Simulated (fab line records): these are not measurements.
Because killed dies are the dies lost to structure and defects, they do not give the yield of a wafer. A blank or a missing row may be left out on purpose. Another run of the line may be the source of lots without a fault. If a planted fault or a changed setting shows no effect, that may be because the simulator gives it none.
Comparing a struck lot with a sound one + flow sky130 + 14 out of 708 route steps
Sound: wafers L120.2, L120.5, L120.6. Wafers L127.2, L127.5, L127.6 were the ones struck. The cause comes at the end.
At each step with rows: each side's tool, then ch and its chambers, then its first start. Under that, the readings that differ: sound wafers + struck wafers + difference of the means + sigmas: that difference in standard deviations of wafers without a fault.
alike: readings whose means differ by less than 2 such deviations, and words and numbers that are the same on both sides. not compared: withheld readings, readings that some wafer has no value for, bounds like >300 that may hide the same value, and numbers for which the record gives no deviation and whose values overlap.
The two part at a step that has a row with sigmas, a row that says differs or no value, or rows on one side only. Numbers that have no deviation but don't overlap get no sigmas and don't part them. A reading missing from all wafers of one side parts the sides only when that side holds two or more wafers.

first, 4 steps without rows for these wafers: SKY_VT_ADJUST_PCH_SOFTBAKE_03; SKY_VT_ADJUST_PCH_EXPOSE_04 (exposes mask NWM, target cd 840 nm); SKY_VT_ADJUST_PCH_PEB_05; SKY_VT_ADJUST_PCH_DEVELOP_06 (develop time 60 s).
SKY_VT_ADJUST_PCH_OVL_MEAS_07:
  sound: overlay-01 at day 10 09:35; struck: overlay-02 at day 12 14:43
  alike: VT_ADJUST_PCH_OVL
following that, these wafers have no rows for 1 step: SKY_VT_ADJUST_PCH_IMPLANT_08.
SKY_VT_ADJUST_PCH_STRIP_09: strips in O2/N2.
  sound on plasma-asher-03 ch 0,1, day 10 09:46; struck on plasma-asher-01 ch 0,1, day 12 14:53
| reading                      | sound             | struck            | difference | sigmas |
|------------------------------|-------------------|-------------------|------------|--------|
| strip-time-to-endpoint-s (s) | 37.12 37.18 37.23 | 36.96 36.96 36.99 | -0.21      | -2     |
  alike: chamber-pressure-mTorr, drypump-motor-current-A, o2-flow-sccm, oes-product-au
  not compared: rf-hours-counter-h
SKY_VT_ADJUST_PCH_TW_MEAS_10:
  sound: film-metro-02 at day 10 09:53; struck: film-metro-02 at day 12 15:00
  alike: VT_ADJUST_PCH_TW
then, 3 steps without rows for these wafers: SKY_SONOS_TUNNEL_DEHYDRATE_00 (time 60 s); SKY_SONOS_TUNNEL_HMDS_01 (prime time 60 s); SKY_SONOS_TUNNEL_COAT_02 (resist thk 1140 nm).
SKY_SONOS_TUNNEL_SOFTBAKE_03: time 61.83 s.
  sound on litho-track-02 ch 0, day 10 20:25; struck on litho-track-04 ch 0, day 13 02:40
  alike: plate-sensor-t-centre-C, plate-sensor-t-edge-C
SKY_SONOS_TUNNEL_EXPOSE_04: exposes mask TUNM, target cd 410 nm.
  sound on iline-stepper-02 ch 0, day 10 20:47; struck on iline-stepper-02, day 13 02:56
  no value came back on the struck wafers for exposure-dose-mJ-cm2, focus-offset-nm (nm); on the sound wafers exposure-dose-mJ-cm2 reads 135.74 135.91 136.04
  alike: mask
following that, these wafers have no rows for 1 step: SKY_SONOS_TUNNEL_PEB_05.

## WHERE THEY PART
First at SKY_VT_ADJUST_PCH_STRIP_09; last, within this record, at SKY_SONOS_TUNNEL_EXPOSE_04.

WHY: what the simulator had put in
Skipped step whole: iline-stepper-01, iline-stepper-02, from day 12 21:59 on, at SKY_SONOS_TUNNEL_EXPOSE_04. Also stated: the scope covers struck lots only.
